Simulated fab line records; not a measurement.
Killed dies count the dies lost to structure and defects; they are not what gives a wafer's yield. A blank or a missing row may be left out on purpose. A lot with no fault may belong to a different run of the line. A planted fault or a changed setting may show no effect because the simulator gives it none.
Which tool is to blame? ; flow sfq line ; 6 lots, 18 wafers sampled, at 4 steps of a route of 325

== WHAT THE GAUGES READ, wafer by wafer ==
SFQ_I5_OVL_MEAS_936.
lot;measured;on;I5_OVL (nm)
L399;day 60 00:19;overlay-02;2 0 -3
L401;day 60 11:05;overlay-01;3 -2 1
L403;day 60 17:05;overlay-01;6 9 0
L405;day 61 01:28;overlay-02;1 5 5
L408;day 65 20:04;overlay-01;-6 0 -3
L411;day 68 19:49;overlay-01;-3 1 0

== WHICH TOOL RAN EACH LOT (tool, then ch and the chambers of the sampled wafers, then the start) ==
lot;SFQ_TRILAYER_M4_STRIP_STRIP_097;SFQ_TRILAYER_I4_DEP_PECVD_099;SFQ_TRILAYER_R5_ETCH_METAL_ETCH_139
L399;rie metal-02 ch 0,1, day 38 10:47;pecvd-02 ch 1,2, day 38 11:33;rie metal-04 ch 0,1, day 55 15:09
L401;rie metal-02 ch 0,1, day 42 13:33;pecvd-04 ch 0,2, day 42 14:08;rie metal-02 ch 0,1, day 55 21:10
L403;rie metal-02 ch 0,1, day 43 00:09;pecvd-03 ch 0,2, day 43 00:56;rie metal-04 ch 1, day 56 05:46
L405;rie metal-04 ch 0,1, day 45 07:41;pecvd-03 ch 0,1,2, day 45 08:27;rie metal-03 ch 0, day 56 09:58
L408;rie metal-04 ch 0,1, day 46 23:05;pecvd-04 ch 1,2, day 46 23:52;rie metal-03 ch 0,1, day 59 16:43
L411;rie metal-03 ch 0, day 52 03:50;pecvd-03 ch 1,2, day 52 05:00;rie metal-03 ch 0,1, day 64 18:11
- SFQ_TRILAYER_M4_STRIP_STRIP_097: strips in O2.
- SFQ_TRILAYER_I4_DEP_PECVD_099: deposits SiO2 from SiH4/N2O, time 111.11 s, target thk 500 nm.
- SFQ_TRILAYER_R5_ETCH_METAL_ETCH_139: etches the open film in Cl2, stops on SiO2, target depth 60 nm, time 40 s.

== THE ANSWER, worked out from the rows above alone ==
Rule: the lots themselves supply what counts as usual. Put in order of their means at a reading, lots are off if they are a third of the lots or fewer, leave a main group of 4 or more, and stand apart from it by a gap of 3 or more times the standard deviation of the main group's means; of several such gaps the widest counts. If all means in a main group match to the digits the tables above print for the reading, that group is not used. Also off: a lot with no number at a reading for which 4 or more lots have one. All remaining lots with rows at the step are treated as sound.
Nothing can be told from this: no lot is off at any reading shown.

== WHAT THE SIMULATOR HAD INSERTED ==
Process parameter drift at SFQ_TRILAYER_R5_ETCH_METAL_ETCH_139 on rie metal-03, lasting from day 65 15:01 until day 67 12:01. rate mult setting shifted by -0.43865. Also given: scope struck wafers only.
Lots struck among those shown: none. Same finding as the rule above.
